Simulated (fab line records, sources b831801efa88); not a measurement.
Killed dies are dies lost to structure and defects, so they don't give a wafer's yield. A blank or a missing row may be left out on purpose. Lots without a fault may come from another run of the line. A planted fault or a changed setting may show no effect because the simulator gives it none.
A struck lot beside a sound one | flow sfq_line | 15 steps out of a route of 325
Sound: wafers L409.1, L409.5, L409.6. Struck: wafer L405.5. (L405.2, L405.4 of the same lot were not struck and are left out.) The cause comes at the end.
At each step with rows: each side's tool, then ch and its chambers, then its first start. Under that, the readings that differ: sound wafers | struck wafers | difference of the means | sigmas: that difference in standard deviations of wafers without a fault.
alike: readings whose means differ by less than 2 such deviations, and words and numbers that are the same on both sides. not compared: withheld readings, readings that some wafer has no value for, bounds like >300 that may hide the same value, and numbers for which the record gives no deviation and whose values overlap.
The two part at a step that has a row with sigmas, a row that says differs or no value, or rows on one side only. Numbers that don't overlap but have no deviation are shown without sigmas and don't part them. A reading that every wafer of one side lacks parts them only if that side has two wafers or more.

first, 1 step without rows for these wafers: SFQ_TRILAYER_M2_STRIP_SOLV_CLEAN_062 (cleans in NMP, time 600 s).
SFQ_TRILAYER_I2_DEP_PECVD_063: deposits SiO2 from SiH4/N2O, time 111.11 s, target thk 500 nm.
  sound on pecvd-04 ch 1,2, day 33 18:43; struck on pecvd-04 ch 1, day 33 03:07
  reading                      | sound             | struck | difference | sigmas
  chamber_pressure_Torr (Torr) | 2.404 2.395 2.399 | 2.412  | +0.013     | +2
  alike: heater_power_w, throttle_valve_pct
SFQ_TRILAYER_I2_CMP_CMP_064: polishes SiO2.
  sound on cmp-01 ch 1,2,3, day 34 19:47; struck on cmp-01 ch 1, day 33 18:17
  alike: motor_current_A, retaining_ring_pressure_frac, time_to_endpoint_s
SFQ_I2_BOW_MEAS_917:
  sound on film_metro-02, day 34 21:47; struck on film_metro-04, day 33 18:49
  alike: I2_BOW
SFQ_TRILAYER_I2_METRO_MEASURE_065:
  sound on film_metro-02, day 34 21:55; struck on film_metro-04, day 33 19:07
  alike: thk_nm
then, 6 steps without rows for these wafers: SFQ_TRILAYER_I2_VIA_LITHO_COAT_072 (resist thk 62 nm); SFQ_TRILAYER_I2_VIA_LITHO_COAT_067 (resist thk 650 nm); SFQ_TRILAYER_I2_VIA_LITHO_SOFTBAKE_071; SFQ_TRILAYER_I2_VIA_LITHO_EXPOSE_068 (exposes mask I2, target cd 500 nm); SFQ_TRILAYER_I2_VIA_LITHO_PEB_070 (peb time 60 s); SFQ_TRILAYER_I2_VIA_LITHO_DEVELOP_069 (time 60 s).
-- the record jumps here: 5 days lie between the struck wafers' starts before and after --
SFQ_I2_OVL_MEAS_918:
  sound on overlay-01, day 40 05:53; struck on overlay-02, day 39 07:05
  alike: I2_OVL
SFQ_TRILAYER_I2_VIA_BARC_OPEN_VIA_ETCH_096: etches BARC in O2, target depth 125 nm, time 41.7 s.
  sound on rie_diel-04 ch 0,1, day 40 05:55; struck on rie_diel-02 ch 1, day 39 07:07
  reading                                                 | sound             | struck | difference | sigmas
  model.KrF_of_TRILAYER_I2_VIA_LITHO_COAT_067.thk_nm (nm) | 570.4 572.6 569.9 | 578.7  | +7.7       |
  alike: drypump_motor_current_A, oes_product_au
  not compared: rf_hours_counter_h
SFQ_TRILAYER_I2_VIA_ETCH_VIA_ETCH_070: etches SiO2 in CHF3, stops on Nb, target depth 260 nm.
  sound on rie_diel-04 ch 0,1, day 40 05:58; struck on rie_diel-02 ch 1, day 39 07:10
  reading                                                 | sound         | struck | difference | sigmas
  model.KrF_of_TRILAYER_I2_VIA_LITHO_COAT_067.thk_nm (nm) | 525.4 528 525 | 534.5  | +8.4       |
  alike: drypump_motor_current_A, oes_product_au
SFQ_TRILAYER_I2_VIA_STRIP_STRIP_071: strips in O2.
  sound on rie_metal-02 ch 0,1, day 40 06:04; struck on rie_metal-04 ch 1, day 39 07:16
  alike: drypump_motor_current_A, oes_product_au
  not compared: rf_hours_counter_h

WHERE THEY PART
Only at SFQ_TRILAYER_I2_DEP_PECVD_063, within this record. Later steps at which nothing parts them and some readings are alike: SFQ_TRILAYER_I2_CMP_CMP_064, SFQ_I2_BOW_MEAS_917, SFQ_TRILAYER_I2_METRO_MEASURE_065, SFQ_I2_OVL_MEAS_918, SFQ_TRILAYER_I2_VIA_BARC_OPEN_VIA_ETCH_096, SFQ_TRILAYER_I2_VIA_ETCH_VIA_ETCH_070, SFQ_TRILAYER_I2_VIA_STRIP_STRIP_071.

WHY: what the simulator had put in
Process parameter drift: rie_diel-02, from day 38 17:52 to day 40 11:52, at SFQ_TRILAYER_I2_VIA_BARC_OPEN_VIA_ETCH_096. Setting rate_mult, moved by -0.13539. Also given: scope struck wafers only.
